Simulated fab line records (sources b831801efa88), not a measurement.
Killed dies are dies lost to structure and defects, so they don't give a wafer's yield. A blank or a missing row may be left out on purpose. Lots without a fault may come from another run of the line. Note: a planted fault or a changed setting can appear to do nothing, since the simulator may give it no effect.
Which tool did it? || flow sky130 || 40 wafers from 14 lots sampled at 4 of the route's 708 steps

## WHAT THE GAUGES READ, wafer by wafer
SKY_VT_ADJUST_PCH_TW_MEAS_10. Usual: VT_ADJUST_PCH_TW typically reads 142.9, with standard deviation 1.1.
{"lot": "L923", "measured": "day 10 09:20", "on": "film metro-03", "VT_ADJUST_PCH_TW": "142.0 141.9 141.9", "flag": ""}
{"lot": "L926", "measured": "day 11 09:29", "on": "film metro-01", "VT_ADJUST_PCH_TW": "143.8 143.0 144.0", "flag": ""}
{"lot": "L929", "measured": "day 12 06:18", "on": "film metro-03", "VT_ADJUST_PCH_TW": "141.8 139.7", "flag": ""}
{"lot": "L930", "measured": "day 12 13:20", "on": "film metro-03", "VT_ADJUST_PCH_TW": "142.0 139.7", "flag": ""}
{"lot": "L935", "measured": "day 13 21:01", "on": "film metro-03", "VT_ADJUST_PCH_TW": "142.2 141.4 141.0", "flag": ""}
{"lot": "L937", "measured": "day 14 18:41", "on": "film metro-01", "VT_ADJUST_PCH_TW": "143.3 143.2 143.6", "flag": ""}
{"lot": "L938", "measured": "day 15 02:31", "on": "film metro-02", "VT_ADJUST_PCH_TW": "143.6 142.2 142.1", "flag": ""}
{"lot": "L939", "measured": "day 15 17:50", "on": "film metro-03", "VT_ADJUST_PCH_TW": "140.8 140.4 140.5", "flag": ""}
{"lot": "L941", "measured": "day 16 06:56", "on": "film metro-02", "VT_ADJUST_PCH_TW": "144.6 143.8 143.7", "flag": ""}
{"lot": "L940", "measured": "day 16 08:26", "on": "film metro-02", "VT_ADJUST_PCH_TW": "143.5 144.4 143.7", "flag": ""}
{"lot": "L943", "measured": "day 16 19:49", "on": "film metro-01", "VT_ADJUST_PCH_TW": "143.1 143.4 144.0", "flag": ""}
{"lot": "L944", "measured": "day 17 00:54", "on": "film metro-01", "VT_ADJUST_PCH_TW": "142.4 142.5 142.4", "flag": ""}
{"lot": "L945", "measured": "day 17 11:17", "on": "film metro-02", "VT_ADJUST_PCH_TW": "143.1 144.1 143.9", "flag": ""}
{"lot": "L946", "measured": "day 17 14:32", "on": "film metro-01", "VT_ADJUST_PCH_TW": "142.9 143.0 142.9", "flag": ""}

SKY_VIA1_RS_MEAS_22: uses a four-point probe to measure. Usual: VIA1_W_RS typically reads 0.426 ohm/sq, with standard deviation 0.0066.
{"lot": "L923", "measured": "day 33 11:42", "on": "film metro-02", "VIA1_W_RS (ohm/sq)": "0.426 0.432 0.429", "flag": ""}
{"lot": "L926", "measured": "day 36 03:23", "on": "film metro-01", "VIA1_W_RS (ohm/sq)": "0.422 0.420 0.421", "flag": ""}
{"lot": "L929", "measured": "day 36 06:08", "on": "film metro-01", "VIA1_W_RS (ohm/sq)": "0.431 0.433 0.430 0.432", "flag": ""}
{"lot": "L930", "measured": "day 36 07:26", "on": "film metro-02", "VIA1_W_RS (ohm/sq)": "0.425 0.427 0.425 0.427", "flag": ""}
{"lot": "L935", "measured": "day 37 16:28", "on": "film metro-02", "VIA1_W_RS (ohm/sq)": "0.432 0.430 0.424", "flag": ""}
{"lot": "L937", "measured": "day 38 08:19", "on": "film metro-02", "VIA1_W_RS (ohm/sq)": "0.428 0.428 0.422", "flag": ""}
{"lot": "L938", "measured": "day 38 19:34", "on": "film metro-03", "VIA1_W_RS (ohm/sq)": "0.429 0.422 0.422", "flag": ""}
{"lot": "L939", "measured": "day 39 09:19", "on": "film metro-01", "VIA1_W_RS (ohm/sq)": "0.434 0.437 0.430", "flag": ""}
{"lot": "L941", "measured": "day 39 19:38", "on": "film metro-01", "VIA1_W_RS (ohm/sq)": "0.427 0.424 0.425", "flag": ""}
{"lot": "L940", "measured": "day 39 22:38", "on": "film metro-03", "VIA1_W_RS (ohm/sq)": "0.430 0.425 0.430", "flag": ""}
{"lot": "L943", "measured": "day 40 04:46", "on": "film metro-01", "VIA1_W_RS (ohm/sq)": "0.417 0.431 0.418", "flag": ""}
{"lot": "L944", "measured": "day 40 07:33", "on": "film metro-02", "VIA1_W_RS (ohm/sq)": "0.420 0.420 0.425", "flag": ""}
{"lot": "L945", "measured": "day 40 19:35", "on": "film metro-02", "VIA1_W_RS (ohm/sq)": "0.409 0.407 0.405", "flag": ""}
{"lot": "L946", "measured": "day 41 00:00", "on": "film metro-03", "VIA1_W_RS (ohm/sq)": "0.425 0.432 0.424", "flag": ""}

SKY_VIA1_THK_MEAS_23: measures by xrf. Usual: VIA1_W_THK typically reads 265 nm, with standard deviation 4.7.
{"lot": "L923", "measured": "day 33 11:49", "on": "film metro-02", "VIA1_W_THK (nm)": "263 261 261", "flag": ""}
{"lot": "L926", "measured": "day 36 03:29", "on": "film metro-01", "VIA1_W_THK (nm)": "269 268 271", "flag": ""}
{"lot": "L929", "measured": "day 36 08:35", "on": "film metro-01", "VIA1_W_THK (nm)": "263 262 264 262", "flag": ""}
{"lot": "L930", "measured": "day 36 09:48", "on": "film metro-02", "VIA1_W_THK (nm)": "265 264 266 264", "flag": ""}
{"lot": "L935", "measured": "day 37 16:34", "on": "film metro-02", "VIA1_W_THK (nm)": "263 263 268", "flag": ""}
{"lot": "L937", "measured": "day 38 08:26", "on": "film metro-02", "VIA1_W_THK (nm)": "264 265 267", "flag": ""}
{"lot": "L938", "measured": "day 38 19:40", "on": "film metro-03", "VIA1_W_THK (nm)": "258 263 264", "flag": ""}
{"lot": "L939", "measured": "day 39 09:26", "on": "film metro-01", "VIA1_W_THK (nm)": "262 261 264", "flag": ""}
{"lot": "L941", "measured": "day 39 19:46", "on": "film metro-01", "VIA1_W_THK (nm)": "265 267 267", "flag": ""}
{"lot": "L940", "measured": "day 39 22:44", "on": "film metro-03", "VIA1_W_THK (nm)": "260 262 259", "flag": ""}
{"lot": "L943", "measured": "day 40 04:53", "on": "film metro-01", "VIA1_W_THK (nm)": "273 264 273", "flag": ""}
{"lot": "L944", "measured": "day 40 07:40", "on": "film metro-02", "VIA1_W_THK (nm)": "269 268 267", "flag": ""}
{"lot": "L945", "measured": "day 40 19:41", "on": "film metro-02", "VIA1_W_THK (nm)": "276 277 278", "flag": ""}
{"lot": "L946", "measured": "day 41 00:07", "on": "film metro-03", "VIA1_W_THK (nm)": "263 260 265", "flag": ""}

## TOOL THAT RAN EACH LOT (tool first, then ch and the chambers of the sampled wafers, then the start)
{"lot": "L923", "SKY_VT_ADJUST_PCH_IMPLANT_08": "implanter-03 ch 0, day 10 09:05"}
{"lot": "L926", "SKY_VT_ADJUST_PCH_IMPLANT_08": "implanter-03 ch 0, day 11 09:16"}
{"lot": "L929", "SKY_VT_ADJUST_PCH_IMPLANT_08": "implanter-03 ch 0, day 12 06:04"}
{"lot": "L930", "SKY_VT_ADJUST_PCH_IMPLANT_08": "implanter-03 ch 0, day 12 13:07"}
{"lot": "L935", "SKY_VT_ADJUST_PCH_IMPLANT_08": "implanter-01 ch 0, day 13 20:47"}
{"lot": "L937", "SKY_VT_ADJUST_PCH_IMPLANT_08": "implanter-04 ch 0, day 14 18:26"}
{"lot": "L938", "SKY_VT_ADJUST_PCH_IMPLANT_08": "implanter-01 ch 0, day 15 02:17"}
{"lot": "L939", "SKY_VT_ADJUST_PCH_IMPLANT_08": "implanter-03 ch 0, day 15 17:35"}
{"lot": "L941", "SKY_VT_ADJUST_PCH_IMPLANT_08": "implanter-04 ch 0, day 16 06:41"}
{"lot": "L940", "SKY_VT_ADJUST_PCH_IMPLANT_08": "implanter-03 ch 0, day 16 08:11"}
{"lot": "L943", "SKY_VT_ADJUST_PCH_IMPLANT_08": "implanter-01 ch 0, day 16 19:34"}
{"lot": "L944", "SKY_VT_ADJUST_PCH_IMPLANT_08": "implanter-03 ch 0, day 17 00:40"}
{"lot": "L945", "SKY_VT_ADJUST_PCH_IMPLANT_08": "implanter-03 ch 0, day 17 11:04"}
{"lot": "L946", "SKY_VT_ADJUST_PCH_IMPLANT_08": "implanter-03 ch 0, day 17 14:17"}
- SKY_VT_ADJUST_PCH_IMPLANT_08

## AS READ BY THE TOOLS THEMSELVES (means over the sampled wafers that have a number; for cases with no such wafer, the mark the record gives instead)
The record holds no such reading with a usual standard deviation.

## THE ANSWER, worked out from the rows above alone
Rule: lot off if the mean of its wafers having a number is beyond 3 standard deviations from the usual mean. A lot without any number at a reading at which 4 lots or more have one is off too. The other lots that the step has rows for count as sound. The gauges are gone through in route order, then the tools' own readings, and for those a lot's mean is taken as printed above. At the first step where some lot is off, the reading lying furthest off is the one used; lots without a number count as furthest.
No lot is off at any reading shown: from this, nothing can be told.

## WHAT WAS PUT IN BY THE SIMULATOR
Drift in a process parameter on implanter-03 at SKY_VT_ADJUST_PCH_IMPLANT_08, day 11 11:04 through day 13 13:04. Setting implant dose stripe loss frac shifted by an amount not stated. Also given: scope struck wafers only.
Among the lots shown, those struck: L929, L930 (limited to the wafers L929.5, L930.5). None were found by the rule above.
